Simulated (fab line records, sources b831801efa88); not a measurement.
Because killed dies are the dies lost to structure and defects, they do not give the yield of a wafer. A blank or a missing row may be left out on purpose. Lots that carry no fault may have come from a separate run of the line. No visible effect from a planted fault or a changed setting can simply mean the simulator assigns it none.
Which tool is to blame?	flow sky130	6 lots with 18 wafers sampled at 3 steps, on a route of 708 steps

WHAT THE GAUGES READ, wafer by wafer
SKY_VT_ADJUST_NCORE_TW_MEAS_11.
lot	measured	on	VT_ADJUST_NCORE_TW
L485	day 9 07:50	filmMetro-04	216.0 216.1 215.1
L490	day 10 21:40	filmMetro-02	219.6 222.1 221.1
L492	day 11 10:47	filmMetro-02	219.7 218.9 219.2
L495	day 12 12:23	filmMetro-04	215.1 216.1 216.0
L497	day 12 23:29	filmMetro-02	233.6 233.1 232.9
L499	day 13 10:58	filmMetro-02	220.3 219.3 219.8

TOOL THAT RAN EACH LOT (tool first, then ch and the chambers of the sampled wafers, then the start)
lot	SKY_DNWELL_STRIP_08	SKY_VT_ADJUST_NCORE_IMPLANT_09
L485	plasmaAsher-01 ch 0,1, day 3 20:55	implanter-03 ch 0, day 9 07:36
L490	plasmaAsher-04 ch 0,1, day 4 23:46	implanter-03 ch 0, day 10 21:25
L492	plasmaAsher-04 ch 0,1, day 5 10:47	implanter-04 ch 0, day 11 10:32
L495	plasmaAsher-04 ch 0,1, day 6 07:31	implanter-03 ch 0, day 12 12:08
L497	plasmaAsher-03 ch 0,1, day 6 15:07	implanter-03 ch 0, day 12 23:14
L499	plasmaAsher-04 ch 0,1, day 6 22:07	implanter-02 ch 0, day 13 10:44
- SKY_DNWELL_STRIP_08: strips in O2/N2.
- SKY_VT_ADJUST_NCORE_IMPLANT_09

THE ANSWER, worked out from the rows above alone
Rule: usual is defined by the lots themselves. Put in order of their means at a reading, lots are off if they are a third of the lots or fewer, leave a main group of 4 or more, and stand apart from it by a gap of 3 or more times the standard deviation of the main group's means; of several such gaps the widest counts. A main group whose means are all the same, to the digits that the tables above print for the reading, isn't used. A lot without any number at a reading at which 4 lots or more have one is off too. Where the step has rows for the other lots, those lots are counted as sound.
Off: at SKY_VT_ADJUST_NCORE_TW_MEAS_11 (VT_ADJUST_NCORE_TW), L497. For the main group the mean is 218.3 and the standard deviation 2.2.
If a tool, at a process step before that reading, ran all the lots that are off and no sound lot after the first of them, it fits. Gauges at SKY_VT_ADJUST_NCORE_TW_MEAS_11: tried the same way as those tools. Undecided on this evidence; 2 tools fit (plasmaAsher-03 at SKY_DNWELL_STRIP_08, implanter-03 at SKY_VT_ADJUST_NCORE_IMPLANT_09).

WHAT WAS PUT IN BY THE SIMULATOR
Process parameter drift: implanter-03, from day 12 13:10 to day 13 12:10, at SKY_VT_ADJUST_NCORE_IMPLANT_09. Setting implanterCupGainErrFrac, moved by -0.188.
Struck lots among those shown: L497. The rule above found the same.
